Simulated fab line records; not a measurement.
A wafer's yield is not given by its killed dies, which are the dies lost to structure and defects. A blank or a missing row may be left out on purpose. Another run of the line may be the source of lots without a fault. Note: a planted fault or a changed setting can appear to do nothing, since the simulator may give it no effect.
Problem report in the 8D (eight disciplines) form, filled by code -- flow sky130 -- the parts of the form that need people (team, actions taken, sign-off) are left out

== 1. PROBLEM STATEMENT ==
SKY_METAL5_STRIP_17, tempC: mean 70.37 C on 3 wafers (1 lot); fault-free wafers 72.53 C, standard deviation 0.14. Relative to the usual mean, that is a shift of -15 standard deviations.
The step: strips in post etch residue remover, time 1200 s.
Earliest sighting: wafer L886.2 on wetBench-02 at day 49 16:21. The record has a number at this step for 39 wafers belonging to 13 lots. By rule, "out" or "out of limits" means more than 4 standard deviations away from the usual mean. The rest of the wafers with a number are treated as sound.

== 2. WHAT IT IS, WHAT IT ISN'T ==
question,is,is not
which readings at this step,tempC,-
which lots,L886,"L865, L866, L869, L870, L871, L872, L874, L876, L877, L878, L882, L883"
which wafers of those lots,all that have a number,-
read on which tools,wetBench-02,"wetBench-03, wetBench-04"
when,from day 49 16:21,up to then (36 sound wafers)

== 3. SUSPECTS, AND WHAT RULES EACH OUT ==
Counting: a tool stays on the suspect list if, at a process step up to the reading, it processed all lots that are out and no sound lot following the first of them.
- wetBench-02 at SKY_METAL5_STRIP_17 (strips in post etch residue remover, time 1200 s): kept. It ran the lot that is out, L886 (day 49 16:21), and no sound lot after that; its last sound lot up to then is L882 (day 48 09:21). Its own tempC readings are out on those wafers.
After counting, what remains is wetBench-02 at SKY_METAL5_STRIP_17.

== 4. THE CAUSE (what the simulator had put in) ==
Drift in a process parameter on wetBench-02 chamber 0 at SKY_METAL5_STRIP_17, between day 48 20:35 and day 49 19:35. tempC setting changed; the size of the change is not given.
The count eliminated every tool but this one.

== 5. THE CHAIN OF EFFECTS, in route order ==
Each row: a reading where the mean over the struck wafers with a number is more than 3 standard deviations away from the usual. Only readings whose record carries a usual standard deviation are examined. hours: median over the lots of the time between each lot's start at the first step of this table that gives one and its start at this step. sigmas: the change, counted in usual standard deviations.
hours,step,reading,usual,on struck wafers,change,sigmas
0,SKY_METAL5_STRIP_17,bathGuardTempC,72.7 C,70.9,-1.8,-3.8
0,SKY_METAL5_STRIP_17,tempC,72.53 C,70.37,-2.16,-15
It contains these process steps:
- SKY_METAL5_STRIP_17: strips in post etch residue remover, time 1200 s.

== 6. WHAT WOULD HAVE CAUGHT IT SOONER ==
First out-of-limits reading in this record: day 49 16:21, which is 20 hours after fault onset at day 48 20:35.
